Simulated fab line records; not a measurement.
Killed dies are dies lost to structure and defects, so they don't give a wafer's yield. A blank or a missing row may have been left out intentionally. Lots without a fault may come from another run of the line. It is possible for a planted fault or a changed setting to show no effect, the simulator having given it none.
What tool caused it? / flow gf180mcu / 11 lots, 33 wafers sampled, at 5 steps of a route of 602

== WHAT THE GAUGES READ, wafer by wafer ==
GF_STI_THK_MEAS_04. Usual: STI_CVD_03_THK gives 205.7 nm (standard deviation 2.1).
lot=L905; measured=day 1 13:34; on=film_metro-03; STI_CVD_03_THK (nm)=205.4 204.8 205.4; flag=
lot=L906; measured=day 1 18:34; on=film_metro-01; STI_CVD_03_THK (nm)=205.6 206.3 205.8; flag=
lot=L907; measured=day 1 23:34; on=film_metro-01; STI_CVD_03_THK (nm)=211.3 208.4 208.9; flag=
lot=L908; measured=day 2 04:34; on=film_metro-03; STI_CVD_03_THK (nm)=207.7 206.0 207.5; flag=
lot=L909; measured=day 2 10:05; on=film_metro-04; STI_CVD_03_THK (nm)=202.7 205.2 205.4; flag=
lot=L910; measured=day 2 14:34; on=film_metro-01; STI_CVD_03_THK (nm)=205.7 205.1 206.9; flag=
lot=L914; measured=day 3 10:35; on=film_metro-03; STI_CVD_03_THK (nm)=203.3 203.3 204.2; flag=
lot=L915; measured=day 3 15:34; on=film_metro-04; STI_CVD_03_THK (nm)=171.3 170.8 172.9; flag=OFF
lot=L917; measured=day 4 02:23; on=film_metro-03; STI_CVD_03_THK (nm)=172.7 172.6 173.5; flag=OFF
lot=L919; measured=day 4 13:43; on=film_metro-03; STI_CVD_03_THK (nm)=205.3 206.7 206.8; flag=
lot=L927; measured=day 6 06:04; on=film_metro-03; STI_CVD_03_THK (nm)=201.7 200.7 200.3; flag=

GF_VT_IMPLANT_RS_MEAS_46: the measuring method here is four-point-probe. Usual: MVSD_RS gives 456.3 ohm/sq (standard deviation 1.1).
lot=L905; measured=day 7 16:50; on=film_metro-02; MVSD_RS (ohm/sq)=458.3 457.7 455.6; flag=
lot=L906; measured=day 7 20:37; on=film_metro-01; MVSD_RS (ohm/sq)=456.3 458.2 458.0; flag=
lot=L907; measured=day 8 08:37; on=film_metro-04; MVSD_RS (ohm/sq)=454.8 455.3 455.0; flag=
lot=L908; measured=day 8 17:50; on=film_metro-04; MVSD_RS (ohm/sq)=456.7 455.6 455.9; flag=
lot=L909; measured=day 8 20:34; on=film_metro-01; MVSD_RS (ohm/sq)=455.8 456.9 457.0; flag=
lot=L910; measured=day 9 00:56; on=film_metro-01; MVSD_RS (ohm/sq)=455.7 455.4 455.8; flag=
lot=L914; measured=day 10 03:11; on=film_metro-04; MVSD_RS (ohm/sq)=454.6 454.3 455.5; flag=
lot=L915; measured=day 10 10:53; on=film_metro-04; MVSD_RS (ohm/sq)=456.5 455.8 455.3; flag=
lot=L917; measured=day 11 04:28; on=film_metro-01; MVSD_RS (ohm/sq)=455.9 456.2 456.5; flag=
lot=L919; measured=day 11 17:20; on=film_metro-02; MVSD_RS (ohm/sq)=455.8 456.1 455.5; flag=
lot=L927; measured=day 14 00:07; on=film_metro-02; MVSD_RS (ohm/sq)=456.0 457.6 456.9; flag=

== WHICH TOOL RAN EACH LOT (tool, then ch and the chambers of the sampled wafers, then the start) ==
lot=L905; GF_STI_CVD_03=lpcvd-01 ch 0, day 1 11:34; GF_STI_ETCH_13=rie_diel-01 ch 0,1,3, day 2 02:23; GF_DNWELL_STRIP_08=plasma_asher-04 ch 0,1, day 2 19:32
lot=L906; GF_STI_CVD_03=lpcvd-01 ch 0, day 1 16:34; GF_STI_ETCH_13=rie_diel-03 ch 0,1,2, day 2 07:16; GF_DNWELL_STRIP_08=plasma_asher-02 ch 1, day 3 00:26
lot=L907; GF_STI_CVD_03=lpcvd-02 ch 1, day 1 21:34; GF_STI_ETCH_13=rie_diel-02 ch 0,2,3, day 2 12:20; GF_DNWELL_STRIP_08=plasma_asher-02 ch 0,1, day 3 08:26
lot=L908; GF_STI_CVD_03=lpcvd-01 ch 0, day 2 02:34; GF_STI_ETCH_13=rie_diel-02 ch 0,1,3, day 2 17:47; GF_DNWELL_STRIP_08=plasma_asher-02 ch 0,1, day 3 15:11
lot=L909; GF_STI_CVD_03=lpcvd-01 ch 0, day 2 08:05; GF_STI_ETCH_13=rie_diel-01 ch 1,3, day 2 22:14; GF_DNWELL_STRIP_08=plasma_asher-04 ch 0,1, day 3 17:31
lot=L910; GF_STI_CVD_03=lpcvd-02 ch 0, day 2 12:34; GF_STI_ETCH_13=rie_diel-03 ch 0,1,2, day 3 03:27; GF_DNWELL_STRIP_08=plasma_asher-02 ch 0,1, day 3 20:50
lot=L914; GF_STI_CVD_03=lpcvd-01 ch 1, day 3 08:34; GF_STI_ETCH_13=rie_diel-02 ch 1,2, day 3 23:48; GF_DNWELL_STRIP_08=plasma_asher-03 ch 0,1, day 4 18:16
lot=L915; GF_STI_CVD_03=lpcvd-02 ch 0, day 3 13:34; GF_STI_ETCH_13=rie_diel-03 ch 1,2,3, day 4 04:51; GF_DNWELL_STRIP_08=plasma_asher-03 ch 0,1, day 5 00:19
lot=L917; GF_STI_CVD_03=lpcvd-02 ch 0, day 4 00:24; GF_STI_ETCH_13=rie_diel-03 ch 1,2, day 4 15:45; GF_DNWELL_STRIP_08=plasma_asher-03 ch 0,1, day 5 13:17
lot=L919; GF_STI_CVD_03=lpcvd-01 ch 0, day 4 11:44; GF_STI_ETCH_13=rie_diel-03 ch 0,2,3, day 5 03:39; GF_DNWELL_STRIP_08=plasma_asher-03 ch 0,1, day 5 23:10
lot=L927; GF_STI_CVD_03=lpcvd-01 ch 1, day 6 01:34; GF_STI_ETCH_13=rie_diel-02 ch 1,2, day 6 21:43; GF_DNWELL_STRIP_08=plasma_asher-03 ch 0,1, day 7 18:04
- GF_STI_CVD_03: deposits Si3N4 from DCS/NH3, target thk 207.16 nm, time 3551 s.
- GF_STI_ETCH_13: etches the open film in CHF3/O2, stops on Si, target depth 282.31 nm, time 112.9 s.
- GF_DNWELL_STRIP_08: strips in O2/N2.

== WHAT THE TOOLS THEMSELVES READ (means of the sampled wafers that have a number; where no wafer has one, the mark that the record gives instead) ==
GF_STI_CVD_03. Usual: spike_tc_centre_C 769.8 C, standard deviation 1; zone_power_upper_pct 15.0 %, standard deviation 2.
lot=L905; tool=lpcvd-01; spike_tc_centre_C (C)=770.7; zone_power_upper_pct (%)=14.9; flag=
lot=L906; tool=lpcvd-01; spike_tc_centre_C (C)=770.4; zone_power_upper_pct (%)=15.0; flag=
lot=L907; tool=lpcvd-02; spike_tc_centre_C (C)=770.4; zone_power_upper_pct (%)=15.8; flag=
lot=L908; tool=lpcvd-01; spike_tc_centre_C (C)=770.1; zone_power_upper_pct (%)=15.0; flag=
lot=L909; tool=lpcvd-01; spike_tc_centre_C (C)=770.7; zone_power_upper_pct (%)=15.0; flag=
lot=L910; tool=lpcvd-02; spike_tc_centre_C (C)=770.3; zone_power_upper_pct (%)=16.7; flag=
lot=L914; tool=lpcvd-01; spike_tc_centre_C (C)=769.5; zone_power_upper_pct (%)=10.6; flag=
lot=L915; tool=lpcvd-02; spike_tc_centre_C (C)=769.2; zone_power_upper_pct (%)=16.9; flag=
lot=L917; tool=lpcvd-02; spike_tc_centre_C (C)=769.0; zone_power_upper_pct (%)=16.5; flag=
lot=L919; tool=lpcvd-01; spike_tc_centre_C (C)=769.9; zone_power_upper_pct (%)=14.9; flag=
lot=L927; tool=lpcvd-01; spike_tc_centre_C (C)=769.8; zone_power_upper_pct (%)=10.7; flag=

GF_STI_ETCH_13. Usual: O2_flow_sccm 4.998 sccm, standard deviation 0.016; drypump_motor_current_A 5.5 A, standard deviation 0.57; oes_product_au 0.829 a.u., standard deviation 0.0068; throttle_valve_pct 8.811 %, standard deviation 0.0091.
lot=L905; tool=rie_diel-01; O2_flow_sccm (sccm)=4.995; drypump_motor_current_A (A)=5.7; oes_product_au (a.u.)=0.827; throttle_valve_pct (%)=8.808; flag=
lot=L906; tool=rie_diel-03; O2_flow_sccm (sccm)=4.994; drypump_motor_current_A (A)=5.7; oes_product_au (a.u.)=0.827; throttle_valve_pct (%)=8.824; flag=
lot=L907; tool=rie_diel-02; O2_flow_sccm (sccm)=5.003; drypump_motor_current_A (A)=5.4; oes_product_au (a.u.)=0.837; throttle_valve_pct (%)=8.819; flag=
lot=L908; tool=rie_diel-02; O2_flow_sccm (sccm)=5.011; drypump_motor_current_A (A)=5.3; oes_product_au (a.u.)=0.836; throttle_valve_pct (%)=8.804; flag=
lot=L909; tool=rie_diel-01; O2_flow_sccm (sccm)=4.990; drypump_motor_current_A (A)=6.0; oes_product_au (a.u.)=0.829; throttle_valve_pct (%)=8.813; flag=
lot=L910; tool=rie_diel-03; O2_flow_sccm (sccm)=5.005; drypump_motor_current_A (A)=5.7; oes_product_au (a.u.)=0.828; throttle_valve_pct (%)=8.809; flag=
lot=L914; tool=rie_diel-02; O2_flow_sccm (sccm)=5.001; drypump_motor_current_A (A)=4.8; oes_product_au (a.u.)=0.825; throttle_valve_pct (%)=8.813; flag=
lot=L915; tool=rie_diel-03; O2_flow_sccm (sccm)=4.997; drypump_motor_current_A (A)=5.4; oes_product_au (a.u.)=0.756; throttle_valve_pct (%)=8.791; flag=OFF
lot=L917; tool=rie_diel-03; O2_flow_sccm (sccm)=4.996; drypump_motor_current_A (A)=5.1; oes_product_au (a.u.)=0.758; throttle_valve_pct (%)=8.795; flag=OFF
lot=L919; tool=rie_diel-03; O2_flow_sccm (sccm)=5.007; drypump_motor_current_A (A)=5.6; oes_product_au (a.u.)=0.829; throttle_valve_pct (%)=8.812; flag=
lot=L927; tool=rie_diel-02; O2_flow_sccm (sccm)=4.997; drypump_motor_current_A (A)=4.8; oes_product_au (a.u.)=0.812; throttle_valve_pct (%)=8.808; flag=

GF_DNWELL_STRIP_08. Usual: drypump_motor_current_A 5.6 A, standard deviation 0.37; heater_power_w 320 W, standard deviation 26; oes_product_au 0.722 a.u., standard deviation 0.0048; strip_time_to_endpoint_s 36.98 s, standard deviation 0.099.
lot=L905; tool=plasma_asher-04; drypump_motor_current_A (A)=5.9; heater_power_w (W)=333; oes_product_au (a.u.)=0.725; strip_time_to_endpoint_s (s)=36.95; flag=
lot=L906; tool=plasma_asher-02; drypump_motor_current_A (A)=5.6; heater_power_w (W)=275; oes_product_au (a.u.)=0.723; strip_time_to_endpoint_s (s)=37.03; flag=
lot=L907; tool=plasma_asher-02; drypump_motor_current_A (A)=5.7; heater_power_w (W)=306; oes_product_au (a.u.)=0.716; strip_time_to_endpoint_s (s)=36.98; flag=
lot=L908; tool=plasma_asher-02; drypump_motor_current_A (A)=5.7; heater_power_w (W)=297; oes_product_au (a.u.)=0.718; strip_time_to_endpoint_s (s)=36.71; flag=
lot=L909; tool=plasma_asher-04; drypump_motor_current_A (A)=5.9; heater_power_w (W)=327; oes_product_au (a.u.)=0.722; strip_time_to_endpoint_s (s)=37.08; flag=
lot=L910; tool=plasma_asher-02; drypump_motor_current_A (A)=5.7; heater_power_w (W)=303; oes_product_au (a.u.)=0.721; strip_time_to_endpoint_s (s)=36.93; flag=
lot=L914; tool=plasma_asher-03; drypump_motor_current_A (A)=5.4; heater_power_w (W)=310; oes_product_au (a.u.)=0.723; strip_time_to_endpoint_s (s)=37.02; flag=
lot=L915; tool=plasma_asher-03; drypump_motor_current_A (A)=5.3; heater_power_w (W)=304; oes_product_au (a.u.)=0.723; strip_time_to_endpoint_s (s)=37.04; flag=
lot=L917; tool=plasma_asher-03; drypump_motor_current_A (A)=5.4; heater_power_w (W)=307; oes_product_au (a.u.)=0.721; strip_time_to_endpoint_s (s)=37.12; flag=
lot=L919; tool=plasma_asher-03; drypump_motor_current_A (A)=5.3; heater_power_w (W)=307; oes_product_au (a.u.)=0.726; strip_time_to_endpoint_s (s)=37.10; flag=
lot=L927; tool=plasma_asher-03; drypump_motor_current_A (A)=5.4; heater_power_w (W)=307; oes_product_au (a.u.)=0.724; strip_time_to_endpoint_s (s)=37.01; flag=

== THE ANSWER, worked out from the rows above alone ==
Rule: a lot is off if the mean of its wafers that have a number lies more than 3 standard deviations from the usual mean. A lot without any number at a reading at which 4 lots or more have one is off too. All remaining lots with rows at the step are treated as sound. First the gauges in route order, then the tools' own readings, where a lot's mean is used as printed above. At the first step where some lot is off, the reading lying furthest off is the one used; lots without a number count as furthest.
Off: L915, L917, seen at GF_STI_THK_MEAS_04 (STI_CVD_03_THK).
A tool fits if, at a process step before that reading, it ran every lot that is off, and no sound lot after the first of them. The gauges at GF_STI_THK_MEAS_04 aren't tried: what is off there is off at GF_STI_ETCH_13 too, on other tools, and a gauge's error can't cause that. One fits: lpcvd-02 at GF_STI_CVD_03. A fault onset in the window from L910 (day 2 12:34, its last sound lot) to L915 (day 3 13:34, its first lot off) fits.

== WHAT HAD BEEN PUT IN BY THE SIMULATOR ==
Site profile drift: lpcvd-02, from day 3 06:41 on, at GF_STI_CVD_03. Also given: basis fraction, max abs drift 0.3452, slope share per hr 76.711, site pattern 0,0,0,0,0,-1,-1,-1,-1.
Lots struck among those shown: L915, L917. The rule given above showed the same thing.
